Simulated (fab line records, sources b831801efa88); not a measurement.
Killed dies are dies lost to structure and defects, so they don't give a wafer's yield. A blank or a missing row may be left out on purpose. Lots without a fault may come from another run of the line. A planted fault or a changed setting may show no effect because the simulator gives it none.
Problem report in the 8D (eight disciplines) form, filled by code | flow sky130 | the parts of the form that need people (team, actions taken, sign-off) are left out

1. THE PROBLEM
SPACER_CVD_00_THK at SKY_SPACER_THK_MEAS_01 reads a mean of 49.0 nm on 9 wafers of 3 lots; wafers without a fault read 43.1 nm with a standard deviation of 0.48. That is +12 standard deviations from the usual mean.
First seen on wafer L454.2, day 23 15:27, on film_metro-01. The record holds 33 wafers of 11 lots with a number at this step. Rule for "out", or "out of limits": more than 4 standard deviations from the usual mean. The other wafers with a number count as sound.

2. WHAT IT IS AND WHAT IT IS NOT
question                    | is                           | is not
which readings at this step | SPACER_CVD_00_THK            | -
which lots                  | L454, L455, L456             | L465, L466, L467, L468, L469, L470, L472, L474
which wafers of those lots  | all that have a number       | -
read on which gauges        | film_metro-01, film_metro-02 | film_metro-03
when                        | from day 23 15:27            | up to then (0 sound wafers); but 24 sound wafers of L465, L466, L467, L468, L469, L470, L472, L474 came after

3. SUSPECTS, AND WHAT RULES EACH OUT
Counting: a tool at a process step up to the reading stays a suspect if it ran every lot that is out and no sound lot after the first of them.
- the gauge at SKY_SPACER_THK_MEAS_01: ruled out. The wafers that are out were read on 2 gauges (film_metro-01, film_metro-02).
- lpcvd-02 at SKY_SPACER_CVD_00 (deposits Si3N4 from DCS/NH3, target thk 43.1 nm, time 740 s): ruled out as a lasting fault. Sound lots L465, L466, L467, L468, L469, L470, L472, L474 ran on it after its first lot that is out, L454 (day 23 14:14).
Left after counting: nothing in the record.

4. THE CAUSE (what the simulator had put in)
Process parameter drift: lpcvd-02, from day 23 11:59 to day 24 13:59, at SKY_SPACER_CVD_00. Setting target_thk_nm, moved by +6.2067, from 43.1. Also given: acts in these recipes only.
Counting ruled it out, wrongly: the rule takes a fault to strike every lot that its tool runs from its start on, and this one did not.

5. THE CHAIN OF EFFECTS, in route order
Each row: a reading whose mean over the struck wafers that have a number lies more than 3 standard deviations from the usual. Only readings for which the record gives a usual standard deviation are gone through. hours: the time from each lot's start at the first step in this table that gives one to its start at this step, as a median over the lots. sigmas: the change in usual standard deviations.
hours | step                   | reading           | usual      | on struck wafers | change | sigmas
0     | SKY_SPACER_THK_MEAS_01 | SPACER_CVD_00_THK | 43.1 nm    | 49.0             | +5.9   | +12
0     | SKY_SPACER_ETCHBACK_02 | oes_product_au    | 0.854 a.u. | 0.918            | +0.064 | +9.4
The process steps in it:
- SKY_SPACER_ETCHBACK_02: etches Si3N4 in CH3F/O2, stops on SiO2, time 46.7 s, target depth 45 nm.
Later measuring or inspecting steps at which every struck wafer that the step has a row for has a number for every such reading, and none has moved that far: SKY_LI_CONTACT_OVL_MEAS_13.

6. WHAT WOULD HAVE CAUGHT IT SOONER
In this record the first reading out of limits at a measuring or inspecting step was taken at day 23 15:27, 3 hours after the fault began at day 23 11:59.
Of the tool readings at SKY_SPACER_CVD_00 for which the record gives a usual standard deviation, none was out on any struck wafer, so an alarm limit of 4 standard deviations on them would not have fired.
